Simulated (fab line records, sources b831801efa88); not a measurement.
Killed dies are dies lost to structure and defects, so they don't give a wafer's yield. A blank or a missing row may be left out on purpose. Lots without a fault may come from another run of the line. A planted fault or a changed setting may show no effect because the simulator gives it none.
Which tool did it? | flow gf180mcu | 12 lots, 36 wafers sampled, at 5 steps of a route of 602

WHAT THE GAUGES READ, wafer by wafer
GF_MVPSD_TW_MEAS_11. Usual: MVPSD_TW 556, standard deviation 3.1.
lot  | measured     | on            | MVPSD_TW    | flag
L510 | day 5 08:12  | film_metro-02 | 578 580 581 | OFF
L518 | day 7 07:59  | film_metro-01 | 588 586 588 | OFF
L520 | day 7 21:28  | film_metro-02 | 554 554 556 |
L521 | day 7 23:19  | film_metro-01 | 589 586 586 | OFF
L522 | day 8 06:46  | film_metro-04 | 557 554 556 |
L523 | day 8 12:29  | film_metro-01 | 561 561 562 |
L524 | day 9 04:14  | film_metro-02 | 552 555 554 |
L526 | day 9 09:49  | film_metro-01 | 556 559 555 |
L527 | day 9 10:14  | film_metro-02 | 556 551 552 |
L528 | day 9 20:49  | film_metro-04 | 557 558 558 |
L529 | day 10 05:31 | film_metro-02 | 553 555 555 |
L531 | day 10 13:36 | film_metro-01 | 556 561 553 |

GF_VT_IMPLANT_RS_MEAS_49: measures by four-point-probe. Usual: MVPSD_RS 1168 ohm/sq, standard deviation 3.2.
lot  | measured     | on            | MVPSD_RS (ohm/sq) | flag
L510 | day 7 21:46  | film_metro-01 | 1001 1001 1002    | OFF
L518 | day 10 03:10 | film_metro-02 | 1006 1009 1008    | OFF
L520 | day 10 20:11 | film_metro-04 | 1169 1170 1170    |
L521 | day 10 21:31 | film_metro-02 | 1007 1007 1009    | OFF
L522 | day 11 06:20 | film_metro-02 | 1167 1167 1170    |
L523 | day 11 12:53 | film_metro-01 | 1165 1167 1165    |
L524 | day 12 07:34 | film_metro-01 | 1166 1161 1165    |
L526 | day 12 12:48 | film_metro-02 | 1173 1173 1173    |
L527 | day 12 13:28 | film_metro-01 | 1169 1169 1169    |
L528 | day 13 02:50 | film_metro-04 | 1167 1169 1165    |
L529 | day 13 11:16 | film_metro-01 | 1165 1163 1167    |
L531 | day 13 19:17 | film_metro-04 | 1171 1171 1168    |

GF_SALICIDE_THK_MEAS_05: measures by xrf. Usual: SALICIDE_TIN_THK 19.88 nm, standard deviation 0.26.
lot  | measured     | on            | SALICIDE_TIN_THK (nm) | flag
L510 | day 15 16:21 | film_metro-02 | 19.73 19.93 19.74     |
L518 | day 18 12:02 | film_metro-04 | 20.05 20.07 20.09     |
L520 | day 19 16:03 | film_metro-02 | 19.97 20.41 20.37     |
L521 | day 19 17:31 | film_metro-03 | 20.05 19.70 19.45     |
L522 | day 20 00:55 | film_metro-02 | 19.87 19.97 19.72     |
L523 | day 20 08:02 | film_metro-04 | 19.77 20.08 19.83     |
L524 | day 21 10:22 | film_metro-04 | 19.82 20.18 20.35     |
L526 | day 21 21:42 | film_metro-02 | 19.76 19.48 19.73     |
L527 | day 21 22:14 | film_metro-03 | 19.64 20.10 19.76     |
L528 | day 22 05:40 | film_metro-03 | 19.31 19.58 19.65     |
L529 | day 22 14:52 | film_metro-02 | 19.96 19.87 19.69     |
L531 | day 22 23:00 | film_metro-02 | 19.72 19.69 19.78     |

WHICH TOOL RAN EACH LOT (tool, then ch and the chambers of the sampled wafers, then the start)
lot  | GF_MVPSD_IMPLANT_09             | GF_HV_LDD_STRIP_22
L510 | implanter-04 ch 0, day 5 07:37  | plasma_asher-03 ch 0,1, day 11 05:14
L518 | implanter-02 ch 0, day 7 07:27  | plasma_asher-04 ch 0,1, day 13 15:36
L520 | implanter-04 ch 0, day 7 21:14  | plasma_asher-04 ch 0,1, day 14 15:34
L521 | implanter-02 ch 0, day 7 22:45  | plasma_asher-02 ch 0,1, day 14 15:41
L522 | implanter-04 ch 0, day 8 06:31  | plasma_asher-04 ch 0,1, day 14 22:56
L523 | implanter-02 ch 0, day 8 12:16  | plasma_asher-03 ch 0,1, day 15 06:25
L524 | implanter-04 ch 0, day 9 03:59  | plasma_asher-04 ch 0,1, day 16 04:14
L526 | implanter-01 ch 0, day 9 09:34  | plasma_asher-03 ch 0,1, day 16 15:22
L527 | implanter-02 ch 0, day 9 10:01  | plasma_asher-03 ch 0,1, day 16 16:23
L528 | implanter-02 ch 0, day 9 20:34  | plasma_asher-04 ch 0,1, day 17 00:25
L529 | implanter-04 ch 0, day 10 05:16 | plasma_asher-04 ch 0,1, day 17 09:12
L531 | implanter-02 ch 0, day 10 13:21 | plasma_asher-02 ch 0,1, day 17 17:34
- GF_MVPSD_IMPLANT_09
- GF_HV_LDD_STRIP_22: strips in O2/N2.

WHAT THE TOOLS THEMSELVES READ (means of the sampled wafers that have a number; where no wafer has one, the mark that the record gives instead)
GF_HV_LDD_STRIP_22. Usual: drypump_motor_current_A 5.74 A, standard deviation 0.17; heater_power_w 360 W, standard deviation 32; n2_flow_sccm 300.2 sccm, standard deviation 0.91; oes_product_au 0.717 a.u., standard deviation 0.0046; strip_time_to_endpoint_s 12.630 s, standard deviation 0.027.
lot  | tool            | drypump_motor_current_A (A) | heater_power_w (W) | n2_flow_sccm (sccm) | oes_product_au (a.u.) | strip_time_to_endpoint_s (s) | flag
L510 | plasma_asher-03 | 5.62                        | 358                | 300.1               | 0.718                 | 12.641                       |
L518 | plasma_asher-04 | 5.78                        | 344                | 300.0               | 0.716                 | 12.611                       |
L520 | plasma_asher-04 | 5.79                        | 335                | 299.2               | 0.717                 | 12.614                       |
L521 | plasma_asher-02 | 5.67                        | 372                | 300.9               | 0.720                 | 12.591                       |
L522 | plasma_asher-04 | 5.77                        | 335                | 300.6               | 0.721                 | 12.601                       |
L523 | plasma_asher-03 | 5.60                        | 373                | 299.8               | 0.716                 | 12.652                       |
L524 | plasma_asher-04 | 5.77                        | 331                | 300.3               | 0.717                 | 12.622                       |
L526 | plasma_asher-03 | 5.58                        | 379                | 300.3               | 0.715                 | 12.629                       |
L527 | plasma_asher-03 | 5.58                        | 380                | 301.0               | 0.720                 | 12.663                       |
L528 | plasma_asher-04 | 5.76                        | 340                | 300.0               | 0.716                 | 12.660                       |
L529 | plasma_asher-04 | 5.81                        | 345                | 300.0               | 0.714                 | 12.637                       |
L531 | plasma_asher-02 | 5.85                        | 397                | 300.6               | 0.711                 | 12.637                       |

THE ANSWER, worked out from the rows above alone
Rule: a lot is off if the mean of its wafers that have a number lies more than 3 standard deviations from the usual mean. A lot without any number at a reading at which 4 lots or more have one is off too. The other lots that the step has rows for count as sound. The gauges are gone through in route order, then the tools' own readings, and for those a lot's mean is taken as printed above. The first step at which some lot is off is used, and at that step the reading that is off furthest; a lot without a number counts as furthest.
Off: L510, L518, L521, at GF_MVPSD_TW_MEAS_11 (MVPSD_TW).
A tool fits if, at a process step before that reading, it ran every lot that is off, and no sound lot after the first of them. The gauges at GF_MVPSD_TW_MEAS_11 are tried like those tools. None of those tried fits.

WHAT THE SIMULATOR HAD PUT IN
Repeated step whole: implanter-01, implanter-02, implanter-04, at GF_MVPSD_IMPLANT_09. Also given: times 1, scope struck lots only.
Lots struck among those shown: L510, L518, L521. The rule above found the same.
